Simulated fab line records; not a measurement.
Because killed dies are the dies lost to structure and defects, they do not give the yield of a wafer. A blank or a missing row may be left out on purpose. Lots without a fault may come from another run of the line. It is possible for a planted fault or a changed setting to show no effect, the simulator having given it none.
Which tool was responsible? -- flow gf180mcu -- Sampling: 10 lots, 30 wafers, 4 of 602 route steps

WHAT EACH GAUGE READ, for each wafer
GF_NSD_TW_MEAS_12.
lot,measured,on,NSD_TW
L176,day 14 03:21,film-metro-04,4287 4309 4275
L177,day 14 14:53,film-metro-04,4313 4285 4301
L184,day 17 06:30,film-metro-04,4277 4251 4262
L187,day 18 03:24,film-metro-04,4259 4252 4251
L188,day 18 12:16,film-metro-04,4253 4249 4237
L192,day 20 00:02,film-metro-04,4301 4304 4275
L193,day 20 08:41,film-metro-02,4516 4505 4506
L194,day 20 15:12,film-metro-01,4479 4499 4490
L195,day 21 02:52,film-metro-01,4217 4231 4225
L196,day 21 04:44,film-metro-01,4240 4231 4252

GF_PSD_RS_MEAS_14: the measuring method here is four-point-probe.
lot,measured,on,NSD_RS (ohm/sq)
L176,day 15 00:56,film-metro-01,46.13 46.14 46.04
L177,day 15 12:37,film-metro-04,46.22 46.21 46.24
L184,day 18 06:34,film-metro-04,46.15 46.09 46.13
L187,day 19 03:13,film-metro-04,46.16 46.13 46.17
L188,day 19 12:49,film-metro-01,45.97 46.07 45.99
L192,day 21 01:04,film-metro-02,46.12 46.10 46.07
L193,day 21 08:56,film-metro-01,41.68 41.69 41.61
L194,day 21 15:50,film-metro-01,41.56 41.79 41.55
L195,day 22 02:36,film-metro-01,46.03 46.03 46.05
L196,day 22 04:50,film-metro-02,46.17 46.08 46.11

EACH LOT AND THE TOOL THAT RAN IT (in order: tool; ch and the chambers of the sampled wafers; start)
lot,GF_NSD_IMPLANT_09,GF_NSD_STRIP_11
L176,"implanter-01 ch 0, day 14 02:58","plasma-asher-03 ch 0,1, day 14 03:14"
L177,"implanter-02 ch 0, day 14 14:29","plasma-asher-03 ch 0,1, day 14 14:47"
L184,"implanter-01 ch 0, day 17 06:07","plasma-asher-02 ch 0,1, day 17 06:23"
L187,"implanter-02 ch 0, day 18 03:00","plasma-asher-03 ch 1, day 18 03:18"
L188,"implanter-02 ch 0, day 18 11:52","plasma-asher-04 ch 0,1, day 18 12:09"
L192,"implanter-02 ch 0, day 19 23:38","plasma-asher-03 ch 0,1, day 19 23:56"
L193,"implanter-02 ch 0, day 20 08:18","plasma-asher-03 ch 0,1, day 20 08:34"
L194,"implanter-02 ch 0, day 20 14:51","plasma-asher-03 ch 0,1, day 20 15:07"
L195,"implanter-01 ch 0, day 21 02:28","plasma-asher-03 ch 0,1, day 21 02:46"
L196,"implanter-01 ch 0, day 21 04:20","plasma-asher-02 ch 0,1, day 21 04:38"
- GF_NSD_IMPLANT_09
- GF_NSD_STRIP_11: strips in O2/N2.

AS READ BY THE TOOLS THEMSELVES (means over the sampled wafers that have a number; for cases with no such wafer, the mark the record gives instead)
GF_NSD_IMPLANT_09.
lot,tool,beam-energy-keV,end-station-pressure-torr (Torr)
L176,implanter-01,59.980,1.35e-05
L177,implanter-02,59.987,1.26e-05
L184,implanter-01,60.007,1.36e-05
L187,implanter-02,59.984,1.25e-05
L188,implanter-02,60.007,1.34e-05
L192,implanter-02,59.971,1.29e-05
L193,implanter-02,77.569,-
L194,implanter-02,77.539,-
L195,implanter-01,60.002,1.37e-05
L196,implanter-01,60.004,1.33e-05

GF_NSD_STRIP_11.
lot,tool,drypump-motor-current-A (A),heater-power-w (W),n2-flow-sccm (sccm),oes-product-au (a.u.),strip-time-to-endpoint-s (s)
L176,plasma-asher-03,5.95,331,300.7,0.490,22.981
L177,plasma-asher-03,5.96,330,299.8,0.490,22.907
L184,plasma-asher-02,5.92,327,298.9,0.485,22.930
L187,plasma-asher-03,6.17,337,299.9,0.490,22.961
L188,plasma-asher-04,5.62,337,298.8,0.489,22.963
L192,plasma-asher-03,6.07,337,299.8,0.485,22.968
L193,plasma-asher-03,5.95,328,300.4,0.460,25.407
L194,plasma-asher-03,5.95,331,300.1,0.465,25.402
L195,plasma-asher-03,5.94,329,300.0,0.489,22.968
L196,plasma-asher-02,5.92,325,300.4,0.487,22.995

THE ANSWER, worked out from the rows above alone
Rule: usual is defined by the lots themselves. Put in order of their means at a reading, lots are off if they are a third of the lots or fewer, leave a main group of 4 or more, and stand apart from it by a gap of 3 or more times the standard deviation of the main group's means; of several such gaps the widest counts. Not used: any main group whose means are identical at the precision the tables above print for the reading. Also off: a lot with no number at a reading for which 4 or more lots have one. Any other lot the step has rows for is counted as sound. After the gauges, taken in route order, come the tools' own readings; for these a lot's mean is taken, as printed above. At the first step where some lot is off, the reading lying furthest off is the one used; lots without a number count as furthest.
Off: at GF_NSD_TW_MEAS_12 (NSD_TW), L193, L194. Mean 4264 and standard deviation 26 in the main group.
If a tool, at a process step before that reading, ran all the lots that are off and no sound lot after the first of them, it fits. The gauges at GF_NSD_TW_MEAS_12 aren't tried: what is off there is off at GF_NSD_IMPLANT_09 too, on other tools, and a gauge's error can't cause that. One fits: GF_NSD_IMPLANT_09 on implanter-02. Its last sound lot is L192 (day 19 23:38), its first lot that is off L193 (day 20 08:18): a fault that began between those two fits.
On the lots that are off, the tool's own readings at GF_NSD_IMPLANT_09 differ by more than 5 times the standard deviation of the sound lots' means, which bears it out; beam-energy-keV reads 77.554 there versus 59.993 on the sound lots.
Blank at GF_NSD_IMPLANT_09 on the lots that are off, where sound lots have numbers: end-station-pressure-torr.

WHAT THE SIMULATOR HAD PUT IN
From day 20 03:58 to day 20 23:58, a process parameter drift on implanter-02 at GF_NSD_IMPLANT_09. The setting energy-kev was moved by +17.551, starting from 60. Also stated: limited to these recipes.
Lots struck among those shown: L193, L194. The same result came from the rule above.
